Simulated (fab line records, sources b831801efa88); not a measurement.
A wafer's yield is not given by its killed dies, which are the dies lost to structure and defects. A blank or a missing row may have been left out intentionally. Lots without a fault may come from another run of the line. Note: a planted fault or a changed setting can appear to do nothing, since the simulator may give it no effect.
fab line records	flow sfqLine
[record] lots = 7	wafers = 19	lastDay = 82
route steps=325 shown M4@152 I4@163 JJ@178 M5@206 M8@325
lots untouched by any fault: they come from a run of this same line in which no faults occurred
startH: start of the lot's first displayed wafer, in hours after the record's first day	waitH: how many hours have passed since the lot's step before this one	" identical to the entry in the row above	L1.1+2: a single row standing in for several wafers	- no value present, or no start provided	* or withheld: withheld	< > ~ a bound
route shown NAME@n: a module of which the file shows steps, and the number in the route of the first	usual: the fault-free wafers' mean and standard deviation	same: alike in all rows	chamber/n: place in a boat	sites: per-site readings	_std_site: the standard deviation of these	_edge_site: inner sites' mean taken away from outer sites' mean	radiusMm: how far each site lies from the wafer's centre	mask NAME#n: copy n	behind: tool/chamber where the wafer was last shaped	hold: why the lot was held/for how many hours/how that ended	device: transistor that didn't switch, given as n, p or np	end of line: at the end of the route, the tests of the same wafers	a step given without rows: its recipe and nothing more	killed: not the wafer's yield, but the dies lost to structure and defects at the first sort	map: a wafer's dies, x killed, . not, _ none there
set.NAME: the setting the step ran with; set.NAME@STEP: the setting that earlier step ran with	model.NAME: the simulator's own value behind a step, which no gauge read
lots seen at some steps along the route; tables by step, rows by wafer
services: from which hour (startH, from the record's first day; less than 0 if before it) a tool's chamber was out of use, for how many hours, and why
[[steps]]
[step SFQ_TRILAYER_M4_LITHO_COAT_098]
[recipe] resist = BARC	spinRpm = 3000	resistThkNm = 62
[step SFQ_TRILAYER_M4_LITHO_COAT_093]
[recipe] resist = KrF	spinRpm = 3000	resistThkNm = 600
[step SFQ_TRILAYER_M4_LITHO_SOFTBAKE_097]
[recipe] tempC = withheld	timeS = withheld	resist = KrF
[step SFQ_TRILAYER_M4_LITHO_EXPOSE_094]
[recipe] maskId = M4	na = 0.6	sourceShape = conventional	sigmaOuter = 0.65	targetCdNm = 500	doseMj = 14.4
[step SFQ_TRILAYER_M4_LITHO_PEB_096]
[recipe] pebTempC = 115	pebTimeS = 60	resist = KrF
[step SFQ_TRILAYER_M4_LITHO_DEVELOP_095]
[recipe] timeS = 60	resist = KrF
[step SFQ_M4_OVL_MEAS_926]
[usual] M4_OVL = 3/4.7
lot.wafer	tool	chamber	startH	waitH	M4_OVL[nm]
L660.2	overlay-01	-	966.42	0.1	1
L660.3	"	-	"	"	4
L660.6	"	-	"	"	5
L661.4	overlay-01	-	970.03	0.1	-9
L661.5	"	-	"	"	-4
L661.6	"	-	"	"	-4
L668.2	overlay-02	-	1102.49	0.1	5
L668.4	"	-	"	"	11
L668.6	"	-	"	"	9
L671.2	overlay-02	-	1119.29	0.1	3
L671.3	"	-	"	"	10
L671.4	"	-	"	"	6
L675.1	overlay-02	-	1158.83	0.1	5
L675.4	"	-	"	"	10
L678.1	overlay-01	-	1182.96	0.1	-2
L678.4	"	-	"	"	4
L679.1	overlay-02	-	1190.28	0.1	4
L679.2	"	-	"	"	0
L679.6	"	-	"	"	7
[step SFQ_TRILAYER_M4_BARC_OPEN_METAL_ETCH_123]
[recipe] maskMaterial = PR	chemistry = O2	targetDepthNm = 125	target = BARC	icpW = 600	biasW = 80	pressureMtorr = 10	timeS = 41.7
[step SFQ_TRILAYER_M4_ETCH_METAL_ETCH_096]
[recipe] target = Nb	stopOn = SiO2	maskMaterial = PR	chemistry = Cl2/Ar	targetDepthNm = 240	icpW = 600	biasW = 80	pressureMtorr = 10	timeS = 120
[usual] drypumpMotorCurrentA = 5.6/0.42	oesProductAu = 0.893/0.0065
lot.wafer	tool	chamber	startH	waitH	drypumpMotorCurrentA	oesProductAu	rfHoursCounterH
L660.2	rieMetal-04	1	966.51	0.0	5.3	0.884	97
L660.3	"	1	"	"	5.3	0.880	-
L660.6	"	0	"	"	6.2	0.882	-
L661.4	rieMetal-01	1	970.15	0.1	5.7	0.899	-
L661.5	"	1	"	"	5.7	0.896	-
L661.6	"	0	"	"	5.3	0.891	-
L668.2	rieMetal-03	1	1102.58	0.0	5.0	0.894	76
L668.4	"	0	"	"	5.9	0.901	-
L668.6	"	0	"	"	6.0	0.883	-
L671.2	rieMetal-04	1	1119.38	0.0	5.3	0.908	121
L671.3	"	0	"	"	6.2	0.884	-
L671.4	"	1	"	"	5.3	0.898	-
L675.1	rieMetal-04	0	1158.93	0.0	6.2	0.883	116
L675.4	"	0	"	"	6.2	0.899	-
L678.1	rieMetal-03	0	1183.05	0.0	5.9	0.894	5
L678.4	"	1	"	"	5.0	0.886	-
L679.1	rieMetal-01	1	1190.38	0.0	5.7	0.896	16
L679.2	"	0	"	"	5.3	0.893	43
L679.6	"	1	"	"	5.7	0.892	-
[step SFQ_TRILAYER_M4_STRIP_STRIP_097]
[recipe] gas = O2	powerW = 200	platenTempC = 40	overashFraction = 0.65	chemistry = O2	pressureMtorr = 50
[step SFQ_TRILAYER_M4_STRIP_SOLV_CLEAN_098]
[recipe] chemistry = NMP	tempC = 70	timeS = 600
[step SFQ_TRILAYER_I4_DEP_PECVD_099]
[recipe] material = SiO2	tempC = 150	timeS = 111.11	pressureTorr = 2.4	rfW = 183.3	precursor = SiH4/N2O	targetThkNm = 500
[step SFQ_TRILAYER_I4_CMP_CMP_100]
[recipe] material = SiO2	downForcePsi = 3	platenRpm = 60	padVelocityMS = 0.94248
[usual] edgeZonePressureFrac = 1.000/0.0046	motorCurrentA = 10.7/0.64	timeToEndpointS = 217/6.4
lot.wafer	tool	chamber	startH	waitH	edgeZonePressureFrac	motorCurrentA	timeToEndpointS	model.SiO2_of_TRILAYER_I4_DEP_PECVD_099.thkNm
L660.3	cmp-02	3	968.22	0.8	0.996	10.4	209	199
L660.2	"	1	969.22	1.8	0.995	9.6	219	199.8
L660.6	"	3	970.22	2.7	1.001	11.3	221	198.5
L661.4	cmp-01	1	973.49	2.4	0.998	11.0	210	199.9
L661.5	"	0	974.99	3.9	1.005	11.5	214	199.7
L661.6	"	1	"	"	1.001	10.8	206	198.8
L668.2	cmp-02	0	1107.64	4.1	0.998	9.6	217	200.7
L668.4	"	1	"	"	0.999	10.0	223	201.9
L668.6	"	0	1109.64	6.1	0.997	10.0	222	200.3
L671.4	cmp-02	3	1122.64	2.3	1.004	11.0	218	200.2
L671.3	"	1	1123.64	3.3	1.004	9.7	223	200.8
L671.2	"	2	"	"	1.004	11.9	217	200.1
L675.1	cmp-02	1	1166.44	6.6	0.997	10.7	277	303.5
L675.4	"	2	"	"	0.993	12.1	284	306.3
L678.4	cmp-02	3	1192.94	8.9	0.995	11.0	289	308.4
L678.1	"	0	"	"	0.999	10.3	279	305.1
L679.1	cmp-02	2	1198.94	7.6	0.995	11.9	283	308.1
L679.2	"	1	1200.44	9.1	1.007	10.8	219	201.6
L679.6	"	2	"	"	0.997	11.4	223	200.4
[step SFQ_I4_BOW_MEAS_927]
[recipe] mode = bow
[usual] I4_BOW = 3/7.8
lot.wafer	tool	chamber	startH	waitH	I4_BOW[um]
L660.2	filmMetro-04	-	971.24	1.5	3
L660.3	"	-	"	"	-4
L660.6	"	-	"	"	-11
L661.4	filmMetro-04	-	976.05	2.1	-3
L661.5	"	-	"	"	0
L661.6	"	-	"	"	2
L668.2	filmMetro-01	-	1110.66	2.5	5
L668.4	"	-	"	"	-3
L668.6	"	-	"	"	10
L671.2	filmMetro-01	-	1125.66	1.0	11
L671.3	"	-	"	"	1
L671.4	"	-	"	"	15
L675.1	filmMetro-01	-	1168.94	2.0	20
L675.4	"	-	"	"	6
L675.1	filmMetro-01	-	1170.26	1.3	-
L675.4	"	-	"	"	-
L678.1	filmMetro-03	-	1195.94	2.0	11
L678.4	"	-	"	"	29
L678.1	filmMetro-03	-	1197.26	1.3	-
L678.4	"	-	"	"	-
L679.1	filmMetro-03	-	1201.94	2.5	-15
L679.2	"	-	"	"	5
L679.6	"	-	"	"	-4
L679.1	filmMetro-03	-	1203.26	1.3	-
L679.2	"	-	"	"	-
L679.6	"	-	"	"	-
[step SFQ_TRILAYER_I4_METRO_MEASURE_101]
[usual] thkNm = 200.0/0.95
lot.wafer	tool	chamber	startH	waitH	thkNm
L660.2	filmMetro-04	-	971.54	0.3	199.7
L660.3	"	-	"	"	199.1
L660.6	"	-	"	"	198.4
L661.4	filmMetro-04	-	976.71	0.6	200.0
L661.5	"	-	"	"	199.8
L661.6	"	-	"	"	198.8
L668.2	filmMetro-01	-	1110.96	0.3	200.5
L668.4	"	-	"	"	201.9
L668.6	"	-	"	"	200.3
L671.2	filmMetro-01	-	1125.96	0.3	200.1
L671.3	"	-	"	"	200.7
L671.4	"	-	"	"	200.1
L675.1	filmMetro-01	-	1172.36	2.1	303.3
L675.4	"	-	"	"	306.1
L675.1	filmMetro-01	-	1174.44	1.9	303.4
L675.4	"	-	"	"	306.5
L678.1	filmMetro-03	-	1201.20	3.9	305.1
L678.4	"	-	"	"	308.4
L678.1	filmMetro-03	-	1203.26	1.9	305.3
L678.4	"	-	"	"	308.4
L679.1	filmMetro-03	-	1206.46	3.2	308.1
L679.2	"	-	"	"	201.6
L679.6	"	-	"	"	200.4
L679.1	filmMetro-03	-	1207.83	1.2	307.8
L679.2	"	-	"	"	201.7
L679.6	"	-	"	"	200.4
[step SFQ_TRILAYER_I4_VIA_LITHO_COAT_108]
[recipe] resist = BARC	spinRpm = 3000	resistThkNm = 62
[step SFQ_TRILAYER_I4_VIA_LITHO_COAT_103]
[recipe] resist = KrF	spinRpm = 3000	resistThkNm = 650
[step SFQ_TRILAYER_I4_VIA_LITHO_SOFTBAKE_107]
[recipe] tempC = withheld	timeS = withheld	resist = KrF
[step SFQ_TRILAYER_I4_VIA_LITHO_EXPOSE_104]
[recipe] maskId = I4	na = 0.6	sourceShape = conventional	sigmaOuter = 0.65	targetCdNm = 700	doseMj = 21.3
[step SFQ_TRILAYER_I4_VIA_LITHO_PEB_106]
[recipe] pebTempC = 115	pebTimeS = 60	resist = KrF
[step SFQ_TRILAYER_I4_VIA_LITHO_DEVELOP_105]
[recipe] timeS = 60	resist = KrF
[step SFQ_I4_OVL_MEAS_928]
[usual] I4_OVL = -2/5.4
lot.wafer	tool	chamber	startH	waitH	I4_OVL[nm]
L660.2	overlay-01	-	1110.89	0.1	0
L660.3	"	-	"	"	-5
L660.6	"	-	"	"	-5
L661.4	overlay-02	-	1114.50	0.1	-1
L661.5	"	-	"	"	1
L661.6	"	-	"	"	-1
L668.2	overlay-02	-	1250.69	0.1	10
L668.4	"	-	"	"	3
L668.6	"	-	"	"	3
L671.2	overlay-01	-	1263.89	0.1	1
L671.3	"	-	"	"	-4
L671.4	"	-	"	"	0
L675.1	overlay-01	-	1296.28	0.1	-4
L675.4	"	-	"	"	-7
L678.1	overlay-02	-	1320.05	0.1	2
L678.4	"	-	"	"	1
L679.1	overlay-01	-	1323.65	0.1	2
L679.2	"	-	"	"	2
L679.6	"	-	"	"	4
[step SFQ_TRILAYER_I4_VIA_BARC_OPEN_VIA_ETCH_146]
[recipe] maskMaterial = PR	chemistry = O2	targetDepthNm = 125	target = BARC	sourceW = 500	biasW = 80	pressureMtorr = 30	timeS = 41.7
[usual] drypumpMotorCurrentA = 5.6/0.41	oesProductAu = 0.685/0.0044
lot.wafer	tool	chamber	startH	waitH	drypumpMotorCurrentA	oesProductAu	rfHoursCounterH
L660.2	rieDiel-04	0	1110.92	0.0	6.1	0.680	3
L660.3	"	3	"	"	5.6	0.690	18
L660.6	"	3	"	"	5.6	0.684	-
L661.4	rieDiel-02	0	1114.52	0.0	6.4	0.686	3
L661.5	"	3	"	"	5.3	0.680	-
L661.6	"	2	"	"	5.6	0.679	-
L668.2	rieDiel-04	1	1250.72	0.0	4.8	0.695	17
L668.4	"	3	"	"	5.6	0.690	19
L668.6	"	2	"	"	5.5	0.680	-
L671.2	rieDiel-04	0	1263.92	0.0	6.1	0.690	4
L671.3	"	2	"	"	5.6	0.681	17
L671.4	"	1	"	"	4.8	0.691	17
L675.1	rieDiel-02	2	1296.32	0.0	5.6	0.685	22
L675.4	"	1	"	"	5.1	0.688	13
L678.1	rieDiel-03	2	1320.08	0.0	5.4	0.684	8
L678.4	"	1	"	"	5.5	0.689	-
L679.1	rieDiel-03	1	1323.68	0.0	5.5	0.682	9
L679.2	"	2	"	"	5.4	0.683	8
L679.6	"	2	"	"	5.4	0.692	-
[step SFQ_TRILAYER_I4_VIA_ETCH_VIA_ETCH_106]
[recipe] target = SiO2	stopOn = Nb	maskMaterial = PR	taperDeg = 20	chemistry = CHF3	targetDepthNm = 260	sourceW = 500	biasW = 80	pressureMtorr = 30	timeS = withheld
[usual] drypumpMotorCurrentA = 5.6/0.41	oesProductAu = 0.855/0.0052
lot.wafer	tool	chamber	startH	waitH	drypumpMotorCurrentA	oesProductAu	model.etch.depthNm	model.I4.featureDepthNm
L660.2	rieDiel-04	0	1110.96	0.0	6.2	0.863	199.8	199.8
L660.3	"	3	"	"	5.6	0.853	199	199
L660.6	"	3	"	"	5.6	0.840	198.5	198.5
L661.4	rieDiel-02	0	1114.56	0.0	6.4	0.860	199.9	199.9
L661.5	"	3	"	"	5.3	0.858	199.7	199.7
L661.6	"	2	"	"	5.6	0.852	198.8	198.8
L668.2	rieDiel-04	1	1250.76	0.0	4.8	0.856	200.7	200.7
L668.4	"	3	"	"	5.6	0.862	201.9	201.9
L668.6	"	2	"	"	5.5	0.853	200.3	200.3
L671.2	rieDiel-04	0	1263.96	0.0	6.1	0.862	200.1	200.1
L671.3	"	2	"	"	5.5	0.860	200.8	200.8
L671.4	"	1	"	"	4.9	0.861	200.2	200.2
L675.1	rieDiel-02	2	1296.36	0.0	5.6	1.005	261.7	261.7
L675.4	"	1	"	"	5.1	0.996	260.1	260.1
L678.1	rieDiel-03	2	1320.12	0.0	5.4	0.990	256.8	256.8
L678.4	"	1	"	"	5.5	1.004	261.7	261.7
L679.1	rieDiel-03	1	1323.72	0.0	5.6	1.016	264.5	264.5
L679.2	"	2	"	"	5.4	0.857	201.6	201.6
L679.6	"	2	"	"	5.4	0.862	200.4	200.4
[step SFQ_TRILAYER_I4_VIA_STRIP_STRIP_107]
[recipe] gas = O2	powerW = 200	platenTempC = 40	overashFraction = 0.65	chemistry = O2	pressureMtorr = 50
[usual] drypumpMotorCurrentA = 5.8/0.55	oesProductAu = 0.995/0.0093
lot.wafer	tool	chamber	startH	waitH	drypumpMotorCurrentA	oesProductAu	rfHoursCounterH
L660.2	rieMetal-02	1	1111.07	-	5.9	1.005	118
L660.3	"	0	"	"	6.6	0.995	-
L660.6	"	0	"	"	6.6	0.990	-
L661.4	rieMetal-04	1	1114.87	-	5.3	0.996	-
L661.5	"	1	"	"	5.3	1.001	-
L661.6	"	0	"	"	6.2	0.993	-
L668.2	rieMetal-04	1	1251.07	-	5.3	0.991	-
L668.4	"	1	"	"	5.3	1.000	-
L668.6	"	1	"	"	5.3	1.001	-
L671.2	rieMetal-02	1	1264.07	-	5.9	0.983	8
L671.3	"	0	"	"	6.6	0.990	-
L671.4	"	1	"	"	6.0	0.988	-
L675.1	rieMetal-04	0	1296.47	-	6.2	0.994	5
L675.4	"	1	"	"	5.3	1.011	-
L678.1	rieMetal-03	1	1320.24	-	5.0	0.997	106
L678.4	"	0	"	"	5.9	0.996	-
L679.1	rieMetal-02	0	1323.84	-	6.6	0.993	104
L679.2	"	1	"	"	6.0	1.000	18
L679.6	"	1	"	"	6.0	0.985	-
[step SFQ_TRILAYER_I4_VIA_STRIP_SOLV_CLEAN_108]
[recipe] chemistry = NMP	tempC = 70	timeS = 600
[step SFQ_TRILAYER_JJ_TRILAYER_DEP_PRE_CLEAN_113]
[recipe] gas = Ar	timeS = 22.5	biasV = 250
[step SFQ_TRILAYER_JJ_TRILAYER_DEP_SPUTTER_109]
[recipe] material = Nb	basePressurePa = 1.33e-06	chamberPressurePa = 0.1333	substrateTempC = 20	targetThkNm = 150	powerW = 2000	timeS = 100
[step SFQ_TRILAYER_JJ_TRILAYER_DEP_SPUTTER_110]
[recipe] material = Al	basePressurePa = 1.33e-06	targetThkNm = 8	powerW = 500	timeS = 10	chamberPressurePa = 0.4
[usual] throttleValvePct = 29.7/0.94
lot.wafer	tool	chamber	startH	waitH	throttleValvePct
L660.2	pvdSputter-05	-	1111.95	0.0	31.3
L660.3	"	-	"	"	29.8
L660.6	"	-	"	"	31.1
L661.4	pvdSputter-04	-	1115.58	0.0	29.1
L661.5	"	-	"	"	30.6
L661.6	"	-	"	"	28.5
L668.2	pvdSputter-06	-	1252.35	0.0	29.1
L668.4	"	-	"	"	29.5
L668.6	"	-	"	"	30.2
L671.2	pvdSputter-05	-	1264.95	0.0	31.5
L671.3	"	-	"	"	28.3
L671.4	"	-	"	"	30.0
L675.1	pvdSputter-06	-	1297.36	0.0	29.2
L675.4	"	-	"	"	29.1
L678.1	pvdSputter-04	-	1321.13	0.0	30.1
L678.4	"	-	"	"	30.4
L679.1	pvdSputter-06	-	1324.71	0.0	29.4
L679.2	"	-	"	"	29.2
L679.6	"	-	"	"	30.2
[step SFQ_TRILAYER_JJ_TRILAYER_DEP_AL_OXIDATION_111]
[recipe] pressureMbar = 0.014667	oxidationTimeS = 600	temperatureK = 293
[step SFQ_TRILAYER_JJ_TRILAYER_DEP_SPUTTER_112]
[recipe] material = Nb	basePressurePa = 1.33e-06	chamberPressurePa = 0.1333	substrateTempC = 20	targetThkNm = 170	powerW = 2000	timeS = 113.3
[usual] substrateTempC = 20.00/0.1	throttleValvePct = 29.7/0.92
lot.wafer	tool	chamber	startH	waitH	substrateTempC	throttleValvePct
L660.2	pvdSputter-05	-	1112.97	0.5	20.08	31.2
L660.3	"	-	"	"	19.91	29.8
L660.6	"	-	"	"	19.93	31.4
L661.4	pvdSputter-04	-	1116.63	0.0	19.95	29.3
L661.5	"	-	"	"	19.94	30.7
L661.6	"	-	"	"	20.23	28.6
L668.2	pvdSputter-06	-	1253.37	0.5	19.99	29.3
L668.4	"	-	"	"	19.98	29.4
L668.6	"	-	"	"	20.09	30.0
L671.2	pvdSputter-05	-	1265.97	0.5	19.92	31.5
L671.3	"	-	"	"	19.90	28.5
L671.4	"	-	"	"	20.08	29.9
L675.1	pvdSputter-06	-	1298.39	0.5	20.01	29.1
L675.4	"	-	"	"	20.12	29.1
L678.1	pvdSputter-04	-	1322.15	0.5	20.00	30.2
L678.4	"	-	"	"	20.17	30.5
L679.1	pvdSputter-06	-	1325.73	0.5	19.85	29.1
L679.2	"	-	"	"	20.00	29.1
L679.6	"	-	"	"	19.94	30.0
[step SFQ_JJ_RS_MEAS_929]
[recipe] thkMeasGauge = four-point-probe	reads = Nb_of_TRILAYER_JJ_TRILAYER_DEP_SPUTTER_112
[usual] JJ_NB_RS = 1.051/0.0085
lot.wafer	tool	chamber	startH	waitH	JJ_NB_RS[ohm/sq]
L660.2	filmMetro-04	-	1113.07	0.1	1.046
L660.3	"	-	"	"	1.041
L660.6	"	-	"	"	1.035
L661.4	filmMetro-03	-	1116.73	0.1	1.047
L661.5	"	-	"	"	1.043
L661.6	"	-	"	"	1.050
L668.2	filmMetro-02	-	1253.47	0.1	1.064
L668.4	"	-	"	"	1.054
L668.6	"	-	"	"	1.057
L671.2	filmMetro-02	-	1266.07	0.1	1.047
L671.3	"	-	"	"	1.050
L671.4	"	-	"	"	1.050
L675.1	filmMetro-04	-	1298.47	0.0	1.060
L675.4	"	-	"	"	1.066
L678.1	filmMetro-02	-	1322.23	0.0	1.053
L678.4	"	-	"	"	1.049
L679.1	filmMetro-04	-	1325.81	0.0	1.052
L679.2	"	-	"	"	1.052
L679.6	"	-	"	"	1.049
[step SFQ_TRILAYER_JJ_CE_LITHO_COAT_119]
[recipe] resist = BARC	spinRpm = 3000	resistThkNm = 62
[step SFQ_TRILAYER_JJ_CE_LITHO_COAT_114]
[recipe] resist = KrF	spinRpm = 3000	resistThkNm = 600
[step SFQ_TRILAYER_JJ_CE_LITHO_SOFTBAKE_118]
[recipe] tempC = withheld	timeS = withheld	resist = KrF
[step SFQ_TRILAYER_JJ_CE_LITHO_EXPOSE_115]
[recipe] maskId = J5	na = 0.6	sourceShape = conventional	sigmaOuter = 0.65	targetCdNm = 700	doseMj = 14.4
[step SFQ_TRILAYER_JJ_CE_LITHO_PEB_117]
[recipe] pebTempC = 115	pebTimeS = 60	resist = KrF
[step SFQ_TRILAYER_JJ_CE_LITHO_DEVELOP_116]
[recipe] timeS = 60	resist = KrF
[step SFQ_JJ_OVL_MEAS_931]
[usual] J5_OVL = 1/5.9
lot.wafer	tool	chamber	startH	waitH	J5_OVL[nm]
L660.2	overlay-02	-	1253.09	0.1	9
L660.3	"	-	"	"	11
L660.6	"	-	"	"	4
L661.4	overlay-01	-	1256.70	0.1	-5
L661.5	"	-	"	"	-3
L661.6	"	-	"	"	1
L668.2	overlay-01	-	1372.53	0.1	-10
L668.4	"	-	"	"	-6
L668.6	"	-	"	"	-7
L671.2	overlay-02	-	1383.33	0.1	15
L671.3	"	-	"	"	0
L671.4	"	-	"	"	3
L675.1	overlay-02	-	1404.92	0.1	1
L675.4	"	-	"	"	7
L678.1	overlay-01	-	1439.72	0.1	9
L678.4	"	-	"	"	8
L679.1	overlay-02	-	1445.72	0.1	0
L679.2	"	-	"	"	-6
L679.6	"	-	"	"	-5
[step SFQ_TRILAYER_JJ_CE_METRO_MEASURE_117]
[step SFQ_TRILAYER_JJ_CE_BARC_OPEN_RIE_150]
[recipe] maskMaterial = PR	chemistry = O2	targetDepthNm = 240	target = BARC	icpW = 600	biasW = 80	pressureMtorr = 10	timeS = 80
[step SFQ_TRILAYER_M5_ETCH_METAL_ETCH_126]
[recipe] target = Nb	stopOn = SiO2	maskMaterial = PR	overEtchFrac = 0.15	timeS = 203.2	chemistry = Cl2/BCl3	targetDepthNm = 265	icpW = 600	biasW = 80	pressureMtorr = 10
[usual] drypumpMotorCurrentA = 5.9/0.5	oesProductAu = 0.727/0.0055
lot.wafer	tool	chamber	startH	waitH	drypumpMotorCurrentA	oesProductAu	rfHoursCounterH	model.SiO2_of_TRILAYER_I4_DEP_PECVD_099.thkNm
L660.2	rieMetal-04	0	1373.82	0.0	6.2	0.730	18	180
L660.3	"	1	"	"	5.3	0.723	-	179
L660.6	"	1	"	"	5.3	0.718	-	178.4
L661.4	rieMetal-02	1	1377.48	0.1	5.9	0.732	-	180.2
L661.5	"	1	"	"	5.9	0.735	-	180.1
L661.6	"	0	"	"	6.6	0.731	-	179.1
L668.2	rieMetal-04	1	1483.14	0.0	5.3	0.731	43	180.8
L668.4	"	1	"	"	5.3	0.726	-	181.9
L668.6	"	1	"	"	5.3	0.732	-	180.4
L671.2	rieMetal-02	0	1498.67	0.0	6.6	0.725	126	180.4
L671.3	"	0	"	"	6.6	0.732	-	181.3
L671.4	"	1	"	"	6.0	0.725	-	180.6
L675.1	rieMetal-04	0	1523.99	0.0	6.2	0.718	36	283.8
L675.4	"	1	"	"	5.3	0.728	-	286.5
L678.1	rieMetal-01	0	1549.19	0.0	5.3	0.725	94	285.3
L678.4	"	0	"	"	5.3	0.736	-	288.5
L679.1	rieMetal-04	1	1554.05	0.1	5.3	0.733	53	288.1
L679.2	"	1	"	"	5.3	0.740	-	181.5
L679.6	"	1	"	"	5.3	0.733	-	180.2
[step SFQ_M8_BOW_MEAS_951]
[recipe] mode = bow
[usual] M8_BOW = 6/11
lot.wafer	tool	chamber	startH	waitH	M8_BOW[um]	model.etest.i4.linkOhm
L660.2	filmMetro-01	-	1706.29	0.0	10	2.189
L660.3	"	-	"	"	4	2.203
L660.6	"	-	"	"	-4	2.187
L661.4	filmMetro-01	-	1709.93	0.1	-3	2.161
L661.5	"	-	"	"	0	2.163
L661.6	"	-	"	"	2	2.178
L668.2	filmMetro-03	-	1786.34	0.0	9	2.177
L668.4	"	-	"	"	2	2.167
L668.6	"	-	"	"	14	2.184
L671.2	filmMetro-03	-	1906.91	0.0	20	2.176
L671.3	"	-	"	"	9	2.176
L671.4	"	-	"	"	26	2.176
L675.1	filmMetro-03	-	1950.99	0.0	34	1e+06
L675.4	"	-	"	"	20	1e+06
L678.1	filmMetro-01	-	1976.02	0.0	24	1e+06
L678.4	"	-	"	"	41	1e+06
L679.1	filmMetro-03	-	1978.43	0.0	-9	1e+06
L679.2	"	-	"	"	12	2.153
L679.6	"	-	"	"	2	2.177
[[services]]
tool	chamber	startH	hours	kind
cmp-02	-	947.83	0.9	repair
rieMetal-04	-	954.34	0.5	repair
rieDiel-04	0	968.58	8.1	repair
rieMetal-04	-	969.99	4.4	repair
rieMetal-04	0	985.08	21.4	repair
rieDiel-04	0	1034.08	5.0	repair
rieDiel-04	-	1054.01	2.2	repair
rieDiel-04	2	1140.22	7.0	repair
rieDiel-04	-	1198.78	0.9	repair
rieDiel-04	-	1236.39	13.8	repair
rieDiel-04	-	1248.65	1.2	repair
rieDiel-04	-	1268.84	14.6	pm
rieDiel-04	0	1291.69	3.5	repair
rieDiel-04	3	1296.69	2.4	repair
rieDiel-04	3	1307.55	5.6	repair
rieMetal-04	0	1308.62	1.9	repair
rieMetal-04	-	1393.39	1.0	repair
rieDiel-04	1	1412.21	6.3	repair
rieDiel-04	2	1424.32	15.3	repair
rieDiel-04	-	1431.61	0.4	repair
rieMetal-04	0	1458.27	24.1	repair
rieDiel-04	1	1520.40	4.3	repair
rieDiel-04	3	1541.19	6.3	repair
rieMetal-04	0	1544.99	12.3	repair
[[key]]
[firstSign] step = SFQ_TRILAYER_I4_CMP_CMP_100	reading = timeToEndpointS	direction = up	sigmas = 10	usual = *	struck = *
[effect] step = SFQ_I4_BOW_MEAS_927	reading = visit	direction = added
[effect] step = SFQ_TRILAYER_I4_METRO_MEASURE_101	reading = visit	direction = added
[effect] step = SFQ_TRILAYER_I4_METRO_MEASURE_101	reading = thkNm	direction = up	sigmas = 99+	usual = 200.0	struck = 306.2
[effect] step = SFQ_TRILAYER_I4_VIA_ETCH_VIA_ETCH_106	reading = oesProductAu	direction = up	sigmas = 29	usual = 0.855	struck = 1.002
[modelEffect] step = SFQ_TRILAYER_I4_CMP_CMP_100	value = SiO2_of_TRILAYER_I4_DEP_PECVD_099.thkNm	without = 200.1	struck = 306.3
[modelEffect] step = SFQ_TRILAYER_I4_VIA_ETCH_VIA_ETCH_106	value = etch.depthNm	without = 200.1	struck = 260.9
[modelEffect] step = SFQ_TRILAYER_M5_ETCH_METAL_ETCH_126	value = SiO2_of_TRILAYER_I4_DEP_PECVD_099.thkNm	without = 180.2	struck = 286.4
[modelEffect] step = SFQ_M8_BOW_MEAS_951	value = etest.i4.linkOhm	without = 2.183	struck = 1e+06
metAt SFQ_TRILAYER_I4_CMP_CMP_100
struckWafers L675.1,L675.4,L678.1,L678.4,L679.1
onsetBetween 1122.64 1166.44
[fault] kind = processParameterDrift	tool = cmp-02	chamber = -	onsetH = 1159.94	steps = SFQ_TRILAYER_I4_CMP_CMP_100	channel = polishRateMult	offset = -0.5	shape = step	endH = 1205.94	scope = struckWafersOnly
